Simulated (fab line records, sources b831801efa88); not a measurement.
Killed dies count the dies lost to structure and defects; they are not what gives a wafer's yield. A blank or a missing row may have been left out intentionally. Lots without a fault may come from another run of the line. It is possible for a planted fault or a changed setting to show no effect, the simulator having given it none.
fab line records || flow gf180mcu
record: {"lots": 7, "wafers": 21, "last_day": 34}
route steps=602 shown V3@429
lots with no fault: from the same line, run without faults
start_h: hours from the record's first day to the start of the lot's first wafer shown || wait_h: hours elapsed since this lot's preceding step || " as in the row above || L1.1+2: one row covering several wafers at once || - either no value or no given start || * or withheld: withheld || < > ~ a bound
route shown NAME@n: names a module that has steps shown in the file, with the first one's number in the route || usual: mean/standard deviation taken from wafers without a fault || same: alike in all rows || chamber/n: place in a boat || sites: the reading at each site || _std_site: standard deviation across them || _edge_site: inner sites' mean taken away from outer sites' mean || radius_mm: for every site, how far away it sits from the centre of the wafer || mask NAME#n: copy n || behind: the last tool/chamber to shape the wafer || hold: what put the lot on hold/how long, in hours/how the hold closed || device: whichever transistor did not switch (one of n, p or np) || end of line: the route-end tests of the same wafers || step lacking rows: just its recipe || killed: not the wafer's yield, but the dies lost to structure and defects at the first sort || map: per-die view of a wafer (x killed, . not killed, _ where there is no die)
set.NAME: setting as actually run; set.NAME@STEP: the setting as run at that earlier step || model.NAME: the simulator's own value behind a step, which no gauge read
lots at some steps of the route; a table a step, a row a wafer
services: the hour from which a tool's chamber was out of use, counted from the record's first day as start_h (under 0 if before that day), plus the number of hours and why
== steps ==
step: GF_V3_CVD_00
recipe: {"material": "SiO2", "target_thk_nm": 600, "sigma_open_frac": 0.3, "temp_c": 400, "time_s": 100, "sih4_flow_sccm": 60, "pressure_mtorr": 6}
step: GF_V3_THK_MEAS_01
recipe: {"reads": "SiO2_of_V3_CVD_00"}
usual: {"V3_CVD_00_THK": "600/6.2"}
{"lot.wafer": "L920.1", "tool": "film_metro-01", "chamber": "-", "start_h": 506.06, "wait_h": 0.0, "V3_CVD_00_THK[nm]": 591}
{"lot.wafer": "L920.3", "tool": "film_metro-01", "chamber": "-", "start_h": 506.06, "wait_h": 0.0, "V3_CVD_00_THK[nm]": 596}
{"lot.wafer": "L920.4", "tool": "film_metro-01", "chamber": "-", "start_h": 506.06, "wait_h": 0.0, "V3_CVD_00_THK[nm]": 597}
{"lot.wafer": "L921.2", "tool": "film_metro-02", "chamber": "-", "start_h": 511.68, "wait_h": 0.0, "V3_CVD_00_THK[nm]": 610}
{"lot.wafer": "L921.4", "tool": "film_metro-02", "chamber": "-", "start_h": 511.68, "wait_h": 0.0, "V3_CVD_00_THK[nm]": 605}
{"lot.wafer": "L921.5", "tool": "film_metro-02", "chamber": "-", "start_h": 511.68, "wait_h": 0.0, "V3_CVD_00_THK[nm]": 611}
{"lot.wafer": "L922.1", "tool": "film_metro-01", "chamber": "-", "start_h": 524.70, "wait_h": 0.0, "V3_CVD_00_THK[nm]": 594}
{"lot.wafer": "L922.3", "tool": "film_metro-01", "chamber": "-", "start_h": 524.70, "wait_h": 0.0, "V3_CVD_00_THK[nm]": 602}
{"lot.wafer": "L922.4", "tool": "film_metro-01", "chamber": "-", "start_h": 524.70, "wait_h": 0.0, "V3_CVD_00_THK[nm]": 598}
{"lot.wafer": "L924.1", "tool": "film_metro-02", "chamber": "-", "start_h": 543.06, "wait_h": 0.0, "V3_CVD_00_THK[nm]": 612}
{"lot.wafer": "L924.5", "tool": "film_metro-02", "chamber": "-", "start_h": 543.06, "wait_h": 0.0, "V3_CVD_00_THK[nm]": 606}
{"lot.wafer": "L924.6", "tool": "film_metro-02", "chamber": "-", "start_h": 543.06, "wait_h": 0.0, "V3_CVD_00_THK[nm]": 604}
{"lot.wafer": "L925.1", "tool": "film_metro-02", "chamber": "-", "start_h": 555.82, "wait_h": 0.0, "V3_CVD_00_THK[nm]": 599}
{"lot.wafer": "L925.4", "tool": "film_metro-02", "chamber": "-", "start_h": 555.82, "wait_h": 0.0, "V3_CVD_00_THK[nm]": 598}
{"lot.wafer": "L925.5", "tool": "film_metro-02", "chamber": "-", "start_h": 555.82, "wait_h": 0.0, "V3_CVD_00_THK[nm]": 593}
{"lot.wafer": "L935.1", "tool": "film_metro-02", "chamber": "-", "start_h": 630.90, "wait_h": 0.0, "V3_CVD_00_THK[nm]": 610}
{"lot.wafer": "L935.2", "tool": "film_metro-02", "chamber": "-", "start_h": 630.90, "wait_h": 0.0, "V3_CVD_00_THK[nm]": 604}
{"lot.wafer": "L935.6", "tool": "film_metro-02", "chamber": "-", "start_h": 630.90, "wait_h": 0.0, "V3_CVD_00_THK[nm]": 610}
{"lot.wafer": "L940.2", "tool": "film_metro-01", "chamber": "-", "start_h": 659.49, "wait_h": 0.0, "V3_CVD_00_THK[nm]": 584}
{"lot.wafer": "L940.3", "tool": "film_metro-01", "chamber": "-", "start_h": 659.49, "wait_h": 0.0, "V3_CVD_00_THK[nm]": 595}
{"lot.wafer": "L940.5", "tool": "film_metro-01", "chamber": "-", "start_h": 659.49, "wait_h": 0.0, "V3_CVD_00_THK[nm]": 589}
step: GF_V3_CVD_02
recipe: {"material": "SiO2", "target_thk_nm": 850, "precursor": "TEOS", "temp_c": 400, "time_s": 94.851, "rf_w": 600}
usual: {"heater_power_w": "704/85"}
{"lot.wafer": "L920.1", "tool": "pecvd-04", "chamber": 1, "start_h": 506.12, "wait_h": 0.1, "heater_power_w": 769, "since_wet_clean_h": 332}
{"lot.wafer": "L920.3", "tool": "pecvd-04", "chamber": 2, "start_h": 506.12, "wait_h": 0.1, "heater_power_w": 773, "since_wet_clean_h": 332}
{"lot.wafer": "L920.4", "tool": "pecvd-04", "chamber": 1, "start_h": 506.12, "wait_h": 0.1, "heater_power_w": 815, "since_wet_clean_h": "-"}
{"lot.wafer": "L921.2", "tool": "pecvd-02", "chamber": 0, "start_h": 511.73, "wait_h": 0.0, "heater_power_w": 770, "since_wet_clean_h": 129}
{"lot.wafer": "L921.4", "tool": "pecvd-02", "chamber": 1, "start_h": 511.73, "wait_h": 0.0, "heater_power_w": 534, "since_wet_clean_h": "-"}
{"lot.wafer": "L921.5", "tool": "pecvd-02", "chamber": 2, "start_h": 511.73, "wait_h": 0.0, "heater_power_w": 681, "since_wet_clean_h": "-"}
{"lot.wafer": "L922.1", "tool": "pecvd-02", "chamber": 1, "start_h": 524.76, "wait_h": 0.1, "heater_power_w": 673, "since_wet_clean_h": 142}
{"lot.wafer": "L922.3", "tool": "pecvd-02", "chamber": 0, "start_h": 524.76, "wait_h": 0.1, "heater_power_w": 637, "since_wet_clean_h": 142}
{"lot.wafer": "L922.4", "tool": "pecvd-02", "chamber": 1, "start_h": 524.76, "wait_h": 0.1, "heater_power_w": 683, "since_wet_clean_h": "-"}
{"lot.wafer": "L924.1", "tool": "pecvd-03", "chamber": 1, "start_h": 543.12, "wait_h": 0.1, "heater_power_w": 648, "since_wet_clean_h": 785}
{"lot.wafer": "L924.5", "tool": "pecvd-03", "chamber": 2, "start_h": 543.12, "wait_h": 0.1, "heater_power_w": 674, "since_wet_clean_h": "-"}
{"lot.wafer": "L924.6", "tool": "pecvd-03", "chamber": 1, "start_h": 543.12, "wait_h": 0.1, "heater_power_w": 788, "since_wet_clean_h": "-"}
{"lot.wafer": "L925.1", "tool": "pecvd-02", "chamber": 1, "start_h": 555.88, "wait_h": 0.1, "heater_power_w": 691, "since_wet_clean_h": 173}
{"lot.wafer": "L925.4", "tool": "pecvd-02", "chamber": 2, "start_h": 555.88, "wait_h": 0.1, "heater_power_w": 818, "since_wet_clean_h": "-"}
{"lot.wafer": "L925.5", "tool": "pecvd-02", "chamber": 1, "start_h": 555.88, "wait_h": 0.1, "heater_power_w": 548, "since_wet_clean_h": "-"}
{"lot.wafer": "L935.1", "tool": "pecvd-02", "chamber": 2, "start_h": 630.96, "wait_h": 0.1, "heater_power_w": 778, "since_wet_clean_h": 248}
{"lot.wafer": "L935.2", "tool": "pecvd-02", "chamber": 0, "start_h": 630.96, "wait_h": 0.1, "heater_power_w": 639, "since_wet_clean_h": 248}
{"lot.wafer": "L935.6", "tool": "pecvd-02", "chamber": 2, "start_h": 630.96, "wait_h": 0.1, "heater_power_w": 799, "since_wet_clean_h": "-"}
{"lot.wafer": "L940.2", "tool": "pecvd-04", "chamber": 2, "start_h": 659.54, "wait_h": 0.0, "heater_power_w": 758, "since_wet_clean_h": 485}
{"lot.wafer": "L940.3", "tool": "pecvd-04", "chamber": 1, "start_h": 659.54, "wait_h": 0.0, "heater_power_w": 793, "since_wet_clean_h": 485}
{"lot.wafer": "L940.5", "tool": "pecvd-04", "chamber": 1, "start_h": 659.54, "wait_h": 0.0, "heater_power_w": 836, "since_wet_clean_h": "-"}
step: GF_V3_THK_MEAS_03
recipe: {"reads": "SiO2_of_V3_CVD_02"}
usual: {"V3_CVD_02_THK": "851/11"}
{"lot.wafer": "L920.1", "tool": "film_metro-02", "chamber": "-", "start_h": 506.19, "wait_h": 0.0, "V3_CVD_02_THK[nm]": 848}
{"lot.wafer": "L920.3", "tool": "film_metro-02", "chamber": "-", "start_h": 506.19, "wait_h": 0.0, "V3_CVD_02_THK[nm]": 853}
{"lot.wafer": "L920.4", "tool": "film_metro-02", "chamber": "-", "start_h": 506.19, "wait_h": 0.0, "V3_CVD_02_THK[nm]": 869}
{"lot.wafer": "L921.2", "tool": "film_metro-04", "chamber": "-", "start_h": 511.81, "wait_h": 0.0, "V3_CVD_02_THK[nm]": 839}
{"lot.wafer": "L921.4", "tool": "film_metro-04", "chamber": "-", "start_h": 511.81, "wait_h": 0.0, "V3_CVD_02_THK[nm]": 847}
{"lot.wafer": "L921.5", "tool": "film_metro-04", "chamber": "-", "start_h": 511.81, "wait_h": 0.0, "V3_CVD_02_THK[nm]": 855}
{"lot.wafer": "L922.1", "tool": "film_metro-04", "chamber": "-", "start_h": 524.82, "wait_h": 0.0, "V3_CVD_02_THK[nm]": 834}
{"lot.wafer": "L922.3", "tool": "film_metro-04", "chamber": "-", "start_h": 524.82, "wait_h": 0.0, "V3_CVD_02_THK[nm]": 832}
{"lot.wafer": "L922.4", "tool": "film_metro-04", "chamber": "-", "start_h": 524.82, "wait_h": 0.0, "V3_CVD_02_THK[nm]": 856}
{"lot.wafer": "L924.1", "tool": "film_metro-01", "chamber": "-", "start_h": 543.23, "wait_h": 0.1, "V3_CVD_02_THK[nm]": 856}
{"lot.wafer": "L924.5", "tool": "film_metro-01", "chamber": "-", "start_h": 543.23, "wait_h": 0.1, "V3_CVD_02_THK[nm]": 864}
{"lot.wafer": "L924.6", "tool": "film_metro-01", "chamber": "-", "start_h": 543.23, "wait_h": 0.1, "V3_CVD_02_THK[nm]": 856}
{"lot.wafer": "L925.1", "tool": "film_metro-01", "chamber": "-", "start_h": 555.95, "wait_h": 0.0, "V3_CVD_02_THK[nm]": 850}
{"lot.wafer": "L925.4", "tool": "film_metro-01", "chamber": "-", "start_h": 555.95, "wait_h": 0.0, "V3_CVD_02_THK[nm]": 865}
{"lot.wafer": "L925.5", "tool": "film_metro-01", "chamber": "-", "start_h": 555.95, "wait_h": 0.0, "V3_CVD_02_THK[nm]": 861}
{"lot.wafer": "L935.1", "tool": "film_metro-01", "chamber": "-", "start_h": 631.03, "wait_h": 0.0, "V3_CVD_02_THK[nm]": 856}
{"lot.wafer": "L935.2", "tool": "film_metro-01", "chamber": "-", "start_h": 631.03, "wait_h": 0.0, "V3_CVD_02_THK[nm]": 853}
{"lot.wafer": "L935.6", "tool": "film_metro-01", "chamber": "-", "start_h": 631.03, "wait_h": 0.0, "V3_CVD_02_THK[nm]": 866}
{"lot.wafer": "L940.2", "tool": "film_metro-02", "chamber": "-", "start_h": 659.62, "wait_h": 0.0, "V3_CVD_02_THK[nm]": 843}
{"lot.wafer": "L940.3", "tool": "film_metro-02", "chamber": "-", "start_h": 659.62, "wait_h": 0.0, "V3_CVD_02_THK[nm]": 830}
{"lot.wafer": "L940.5", "tool": "film_metro-02", "chamber": "-", "start_h": 659.62, "wait_h": 0.0, "V3_CVD_02_THK[nm]": 841}
step: GF_V3_CMP_04
recipe: {"material": "SiO2", "down_force_psi": 4, "platen_rpm": 60, "pad_velocity_m_s": 0.94248}
usual: {"motor_current_A": "12.1/0.71", "slurry_filter_dp_kPa": "13.49/0.13", "slurry_flow_ml_min": "150.0/0.52", "time_to_endpoint_s": "77/4"}
{"lot.wafer": "L920.1", "tool": "cmp-02", "chamber": 0, "start_h": 506.25, "wait_h": 0.1, "motor_current_A": 12.2, "slurry_filter_dp_kPa": 13.18, "slurry_flow_ml_min": 149.5, "time_to_endpoint_s": 69}
{"lot.wafer": "L920.4", "tool": "cmp-02", "chamber": 1, "start_h": 506.25, "wait_h": 0.1, "motor_current_A": 12.9, "slurry_filter_dp_kPa": 13.55, "slurry_flow_ml_min": 150.2, "time_to_endpoint_s": 81}
{"lot.wafer": "L920.3", "tool": "cmp-02", "chamber": 3, "start_h": 506.25, "wait_h": 0.1, "motor_current_A": 11.4, "slurry_filter_dp_kPa": 13.40, "slurry_flow_ml_min": 149.4, "time_to_endpoint_s": 76}
{"lot.wafer": "L921.2", "tool": "cmp-02", "chamber": 2, "start_h": 511.96, "wait_h": 0.1, "motor_current_A": 11.2, "slurry_filter_dp_kPa": 13.45, "slurry_flow_ml_min": 150.1, "time_to_endpoint_s": 69}
{"lot.wafer": "L921.4", "tool": "cmp-02", "chamber": 3, "start_h": 511.96, "wait_h": 0.1, "motor_current_A": 11.4, "slurry_filter_dp_kPa": 13.65, "slurry_flow_ml_min": 150.7, "time_to_endpoint_s": 72}
{"lot.wafer": "L921.5", "tool": "cmp-02", "chamber": 0, "start_h": 511.96, "wait_h": 0.1, "motor_current_A": 12.3, "slurry_filter_dp_kPa": 13.63, "slurry_flow_ml_min": 150.3, "time_to_endpoint_s": 76}
{"lot.wafer": "L922.1", "tool": "cmp-01", "chamber": 2, "start_h": 524.88, "wait_h": 0.1, "motor_current_A": 12.3, "slurry_filter_dp_kPa": 13.50, "slurry_flow_ml_min": 149.4, "time_to_endpoint_s": 70}
{"lot.wafer": "L922.4", "tool": "cmp-01", "chamber": 0, "start_h": 524.88, "wait_h": 0.1, "motor_current_A": 13.0, "slurry_filter_dp_kPa": 13.57, "slurry_flow_ml_min": 150.7, "time_to_endpoint_s": 79}
{"lot.wafer": "L922.3", "tool": "cmp-01", "chamber": 1, "start_h": 524.88, "wait_h": 0.1, "motor_current_A": 12.0, "slurry_filter_dp_kPa": 13.52, "slurry_flow_ml_min": 149.6, "time_to_endpoint_s": 73}
{"lot.wafer": "L924.1", "tool": "cmp-02", "chamber": 3, "start_h": 543.34, "wait_h": 0.1, "motor_current_A": 11.6, "slurry_filter_dp_kPa": 13.47, "slurry_flow_ml_min": 150.4, "time_to_endpoint_s": 81}
{"lot.wafer": "L924.6", "tool": "cmp-02", "chamber": 2, "start_h": 543.34, "wait_h": 0.1, "motor_current_A": 10.8, "slurry_filter_dp_kPa": 13.30, "slurry_flow_ml_min": 149.8, "time_to_endpoint_s": 79}
{"lot.wafer": "L924.5", "tool": "cmp-02", "chamber": 3, "start_h": 543.34, "wait_h": 0.1, "motor_current_A": 11.0, "slurry_filter_dp_kPa": 13.39, "slurry_flow_ml_min": 150.0, "time_to_endpoint_s": 81}
{"lot.wafer": "L925.1", "tool": "cmp-02", "chamber": 3, "start_h": 556.06, "wait_h": 0.1, "motor_current_A": 11.5, "slurry_filter_dp_kPa": 13.61, "slurry_flow_ml_min": 149.8, "time_to_endpoint_s": 79}
{"lot.wafer": "L925.4", "tool": "cmp-02", "chamber": 1, "start_h": 556.06, "wait_h": 0.1, "motor_current_A": 12.9, "slurry_filter_dp_kPa": 13.37, "slurry_flow_ml_min": 149.9, "time_to_endpoint_s": 81}
{"lot.wafer": "L925.5", "tool": "cmp-02", "chamber": 2, "start_h": 556.06, "wait_h": 0.1, "motor_current_A": 11.4, "slurry_filter_dp_kPa": 13.78, "slurry_flow_ml_min": 150.1, "time_to_endpoint_s": 82}
{"lot.wafer": "L935.2", "tool": "cmp-01", "chamber": 3, "start_h": 631.14, "wait_h": 0.1, "motor_current_A": 12.4, "slurry_filter_dp_kPa": 13.33, "slurry_flow_ml_min": 150.0, "time_to_endpoint_s": 81}
{"lot.wafer": "L935.1", "tool": "cmp-01", "chamber": 0, "start_h": 631.14, "wait_h": 0.1, "motor_current_A": 12.8, "slurry_filter_dp_kPa": 13.38, "slurry_flow_ml_min": 149.9, "time_to_endpoint_s": 83}
{"lot.wafer": "L935.6", "tool": "cmp-01", "chamber": 2, "start_h": 631.14, "wait_h": 0.1, "motor_current_A": 12.3, "slurry_filter_dp_kPa": 13.46, "slurry_flow_ml_min": 150.4, "time_to_endpoint_s": 85}
{"lot.wafer": "L940.2", "tool": "cmp-01", "chamber": 0, "start_h": 659.67, "wait_h": 0.0, "motor_current_A": 12.4, "slurry_filter_dp_kPa": 13.40, "slurry_flow_ml_min": 149.8, "time_to_endpoint_s": 77}
{"lot.wafer": "L940.3", "tool": "cmp-01", "chamber": 2, "start_h": 659.67, "wait_h": 0.0, "motor_current_A": 13.0, "slurry_filter_dp_kPa": 13.57, "slurry_flow_ml_min": 149.7, "time_to_endpoint_s": 70}
{"lot.wafer": "L940.5", "tool": "cmp-01", "chamber": 0, "start_h": 659.67, "wait_h": 0.0, "motor_current_A": 13.0, "slurry_filter_dp_kPa": 13.57, "slurry_flow_ml_min": 150.2, "time_to_endpoint_s": 78}
step: GF_V3_BOW_MEAS_05
recipe: {"mode": "bow"}
usual: {"V3_BOW": "117/8.3"}
{"lot.wafer": "L920.1", "tool": "film_metro-01", "chamber": "-", "start_h": 506.55, "wait_h": 0.2, "V3_BOW[um]": 111}
{"lot.wafer": "L920.3", "tool": "film_metro-01", "chamber": "-", "start_h": 506.55, "wait_h": 0.2, "V3_BOW[um]": 117}
{"lot.wafer": "L920.4", "tool": "film_metro-01", "chamber": "-", "start_h": 506.55, "wait_h": 0.2, "V3_BOW[um]": 119}
{"lot.wafer": "L921.2", "tool": "film_metro-01", "chamber": "-", "start_h": 512.18, "wait_h": 0.2, "V3_BOW[um]": 128}
{"lot.wafer": "L921.4", "tool": "film_metro-01", "chamber": "-", "start_h": 512.18, "wait_h": 0.2, "V3_BOW[um]": 120}
{"lot.wafer": "L921.5", "tool": "film_metro-01", "chamber": "-", "start_h": 512.18, "wait_h": 0.2, "V3_BOW[um]": 127}
{"lot.wafer": "L922.1", "tool": "film_metro-02", "chamber": "-", "start_h": 525.18, "wait_h": 0.2, "V3_BOW[um]": 119}
{"lot.wafer": "L922.3", "tool": "film_metro-02", "chamber": "-", "start_h": 525.18, "wait_h": 0.2, "V3_BOW[um]": 107}
{"lot.wafer": "L922.4", "tool": "film_metro-02", "chamber": "-", "start_h": 525.18, "wait_h": 0.2, "V3_BOW[um]": 113}
{"lot.wafer": "L924.1", "tool": "film_metro-02", "chamber": "-", "start_h": 543.59, "wait_h": 0.2, "V3_BOW[um]": 114}
{"lot.wafer": "L924.5", "tool": "film_metro-02", "chamber": "-", "start_h": 543.59, "wait_h": 0.2, "V3_BOW[um]": 96}
{"lot.wafer": "L924.6", "tool": "film_metro-02", "chamber": "-", "start_h": 543.59, "wait_h": 0.2, "V3_BOW[um]": 100}
{"lot.wafer": "L925.1", "tool": "film_metro-02", "chamber": "-", "start_h": 556.31, "wait_h": 0.2, "V3_BOW[um]": 125}
{"lot.wafer": "L925.4", "tool": "film_metro-02", "chamber": "-", "start_h": 556.31, "wait_h": 0.2, "V3_BOW[um]": 130}
{"lot.wafer": "L925.5", "tool": "film_metro-02", "chamber": "-", "start_h": 556.31, "wait_h": 0.2, "V3_BOW[um]": 118}
{"lot.wafer": "L935.1", "tool": "film_metro-02", "chamber": "-", "start_h": 631.39, "wait_h": 0.1, "V3_BOW[um]": 120}
{"lot.wafer": "L935.2", "tool": "film_metro-02", "chamber": "-", "start_h": 631.39, "wait_h": 0.1, "V3_BOW[um]": 119}
{"lot.wafer": "L935.6", "tool": "film_metro-02", "chamber": "-", "start_h": 631.39, "wait_h": 0.1, "V3_BOW[um]": 118}
{"lot.wafer": "L940.2", "tool": "film_metro-04", "chamber": "-", "start_h": 659.99, "wait_h": 0.3, "V3_BOW[um]": 114}
{"lot.wafer": "L940.3", "tool": "film_metro-04", "chamber": "-", "start_h": 659.99, "wait_h": 0.3, "V3_BOW[um]": 124}
{"lot.wafer": "L940.5", "tool": "film_metro-04", "chamber": "-", "start_h": 659.99, "wait_h": 0.3, "V3_BOW[um]": 114}
step: GF_V3_DEHYDRATE_06
recipe: {"temp_c": 200, "time_s": 60}
step: GF_V3_HMDS_07
recipe: {"prime_time_s": 60, "prime_temp_c": 120}
step: GF_V3_COAT_08
recipe: {"resist": "BARC", "temp_c": "withheld", "time_s": "withheld", "spin_rpm": "withheld", "resist_thk_nm": "withheld"}
step: GF_V3_COAT_09
recipe: {"resist": "KrF", "spin_rpm": "withheld", "resist_thk_nm": 1000}
step: GF_V3_SOFTBAKE_10
recipe: {"temp_c": 130, "time_s": 60, "resist": "KrF"}
step: GF_V3_EXPOSE_11
recipe: {"mask_id": "Via3", "target_cd_nm": 260, "na": 0.68, "source_shape": "conventional", "sigma_outer": 0.6, "dose_mj": 38}
step: GF_V3_PEB_12
recipe: {"peb_temp_c": 135, "peb_time_s": 90, "resist": "KrF"}
usual: {"chill_plate_temp_C": "23.01/0.1", "exhaust_pa": "44.9/0.82", "peb_time_s": "90/0"}
{"lot.wafer": "L920.1", "tool": "litho_track-02", "chamber": "-", "start_h": 529.42, "wait_h": "-", "chill_plate_temp_C": "-", "exhaust_pa": "-", "peb_time_s": "-"}
{"lot.wafer": "L920.3", "tool": "litho_track-02", "chamber": "-", "start_h": 529.42, "wait_h": "-", "chill_plate_temp_C": "-", "exhaust_pa": "-", "peb_time_s": "-"}
{"lot.wafer": "L920.4", "tool": "litho_track-02", "chamber": "-", "start_h": 529.42, "wait_h": "-", "chill_plate_temp_C": "-", "exhaust_pa": "-", "peb_time_s": "-"}
{"lot.wafer": "L921.2", "tool": "litho_track-02", "chamber": "-", "start_h": 533.95, "wait_h": "-", "chill_plate_temp_C": "-", "exhaust_pa": "-", "peb_time_s": "-"}
{"lot.wafer": "L921.4", "tool": "litho_track-02", "chamber": "-", "start_h": 533.95, "wait_h": "-", "chill_plate_temp_C": "-", "exhaust_pa": "-", "peb_time_s": "-"}
{"lot.wafer": "L921.5", "tool": "litho_track-02", "chamber": "-", "start_h": 533.95, "wait_h": "-", "chill_plate_temp_C": "-", "exhaust_pa": "-", "peb_time_s": "-"}
{"lot.wafer": "L922.1", "tool": "litho_track-04", "chamber": "-", "start_h": 547.65, "wait_h": "-", "chill_plate_temp_C": "-", "exhaust_pa": "-", "peb_time_s": "-"}
{"lot.wafer": "L922.3", "tool": "litho_track-04", "chamber": "-", "start_h": 547.65, "wait_h": "-", "chill_plate_temp_C": "-", "exhaust_pa": "-", "peb_time_s": "-"}
{"lot.wafer": "L922.4", "tool": "litho_track-04", "chamber": "-", "start_h": 547.65, "wait_h": "-", "chill_plate_temp_C": "-", "exhaust_pa": "-", "peb_time_s": "-"}
{"lot.wafer": "L924.1", "tool": "litho_track-03", "chamber": 0, "start_h": 565.52, "wait_h": "-", "chill_plate_temp_C": 23.16, "exhaust_pa": 43.7, "peb_time_s": 90}
{"lot.wafer": "L924.5", "tool": "litho_track-03", "chamber": 0, "start_h": 565.52, "wait_h": "-", "chill_plate_temp_C": 23.05, "exhaust_pa": 45.1, "peb_time_s": 90}
{"lot.wafer": "L924.6", "tool": "litho_track-03", "chamber": 0, "start_h": 565.52, "wait_h": "-", "chill_plate_temp_C": 23.03, "exhaust_pa": 45.1, "peb_time_s": 90}
{"lot.wafer": "L925.1", "tool": "litho_track-02", "chamber": 0, "start_h": 577.37, "wait_h": "-", "chill_plate_temp_C": 23.05, "exhaust_pa": 43.9, "peb_time_s": 90}
{"lot.wafer": "L925.4", "tool": "litho_track-02", "chamber": 0, "start_h": 577.37, "wait_h": "-", "chill_plate_temp_C": 23.05, "exhaust_pa": 45.6, "peb_time_s": 90}
{"lot.wafer": "L925.5", "tool": "litho_track-02", "chamber": 0, "start_h": 577.37, "wait_h": "-", "chill_plate_temp_C": 23.01, "exhaust_pa": 43.5, "peb_time_s": 90}
{"lot.wafer": "L935.1", "tool": "litho_track-02", "chamber": 0, "start_h": 651.42, "wait_h": "-", "chill_plate_temp_C": 23.15, "exhaust_pa": 43.9, "peb_time_s": 90}
{"lot.wafer": "L935.2", "tool": "litho_track-02", "chamber": 0, "start_h": 651.42, "wait_h": "-", "chill_plate_temp_C": 22.92, "exhaust_pa": 44.8, "peb_time_s": 90}
{"lot.wafer": "L935.6", "tool": "litho_track-02", "chamber": 0, "start_h": 651.42, "wait_h": "-", "chill_plate_temp_C": 23.04, "exhaust_pa": 44.8, "peb_time_s": 90}
{"lot.wafer": "L940.2", "tool": "litho_track-04", "chamber": 0, "start_h": 678.79, "wait_h": "-", "chill_plate_temp_C": 23.10, "exhaust_pa": 45.5, "peb_time_s": 90}
{"lot.wafer": "L940.3", "tool": "litho_track-04", "chamber": 0, "start_h": 678.79, "wait_h": "-", "chill_plate_temp_C": 22.94, "exhaust_pa": 45.1, "peb_time_s": 90}
{"lot.wafer": "L940.5", "tool": "litho_track-04", "chamber": 0, "start_h": 678.79, "wait_h": "-", "chill_plate_temp_C": 22.96, "exhaust_pa": 45.4, "peb_time_s": 90}
step: GF_V3_DEVELOP_13
recipe: {"develop_time_s": 60, "resist": "KrF", "dev_temp_c": 21}
== services ==
{"tool": "pecvd-03", "chamber": "-", "start_h": 491.03, "hours": 2.2, "kind": "repair"}
{"tool": "pecvd-04", "chamber": "-", "start_h": 498.42, "hours": 0.7, "kind": "repair"}
{"tool": "cmp-01", "chamber": "-", "start_h": 506.81, "hours": 0.4, "kind": "repair"}
{"tool": "cmp-01", "chamber": "-", "start_h": 509.38, "hours": 1.1, "kind": "repair"}
{"tool": "pecvd-03", "chamber": "-", "start_h": 521.21, "hours": 1.0, "kind": "repair"}
{"tool": "cmp-02", "chamber": "-", "start_h": 529.00, "hours": 1.0, "kind": "repair"}
{"tool": "pecvd-03", "chamber": 0, "start_h": 530.88, "hours": 18.9, "kind": "repair"}
{"tool": "pecvd-04", "chamber": "-", "start_h": 555.78, "hours": 0.7, "kind": "repair"}
{"tool": "pecvd-04", "chamber": "-", "start_h": 557.59, "hours": 0.8, "kind": "repair"}
{"tool": "cmp-02", "chamber": "-", "start_h": 573.79, "hours": 4.0, "kind": "pm"}
{"tool": "cmp-02", "chamber": "-", "start_h": 577.79, "hours": "-", "kind": "consumable_replace:conditioner"}
{"tool": "cmp-02", "chamber": "-", "start_h": 577.79, "hours": "-", "kind": "consumable_replace:pad"}
{"tool": "litho_track-03", "chamber": "-", "start_h": 589.13, "hours": "-", "kind": "consumable_replace:filter"}
{"tool": "cmp-02", "chamber": "-", "start_h": 589.42, "hours": 3.0, "kind": "repair"}
{"tool": "pecvd-03", "chamber": "-", "start_h": 591.12, "hours": 14.0, "kind": "pm"}
{"tool": "litho_track-04", "chamber": "-", "start_h": 621.41, "hours": "-", "kind": "consumable_replace:filter"}
{"tool": "cmp-01", "chamber": "-", "start_h": 627.89, "hours": 1.1, "kind": "repair"}
{"tool": "pecvd-02", "chamber": 0, "start_h": 633.55, "hours": 7.7, "kind": "repair"}
{"tool": "pecvd-03", "chamber": "-", "start_h": 643.71, "hours": 5.5, "kind": "pm"}
{"tool": "pecvd-03", "chamber": "-", "start_h": 652.93, "hours": 53.9, "kind": "repair"}
{"tool": "pecvd-03", "chamber": 2, "start_h": 653.76, "hours": 10.7, "kind": "repair"}
{"tool": "pecvd-04", "chamber": "-", "start_h": 661.28, "hours": 1.7, "kind": "repair"}
{"tool": "pecvd-03", "chamber": 0, "start_h": 667.75, "hours": 6.2, "kind": "repair"}
{"tool": "cmp-01", "chamber": "-", "start_h": 673.75, "hours": 2.3, "kind": "repair"}
== key ==
first_sign: {"step": "GF_V3_PEB_12", "reading": "tool_record", "direction": "missing"}
effect none on later readings
met_at GF_V3_PEB_12
struck_wafers L920.1,L920.3,L920.4,L921.2,L921.4,L921.5,L922.1,L922.3,L922.4
later_rows_left_out L920.1,L920.3,L920.4,L921.2,L921.4,L921.5,L922.1,L922.3,L922.4
sort_left_out L920.1,L920.3,L920.4,L921.2,L921.4,L921.5,L922.1,L922.3,L922.4
fault: {"kind": "skipped_step_whole", "tool": "litho_track-02,litho_track-04", "chamber": "-", "onset_h": 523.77, "steps": "GF_V3_PEB_12", "scope": "struck_lots_only"}
sort_left_out: the simulated sort isn't trusted on such a fault, so these wafers' sort isn't shown, and their yield isn't known
later_rows_left_out: the simulator's readings of these wafers behind a module that went badly wrong aren't trusted and aren't shown, but for the sort
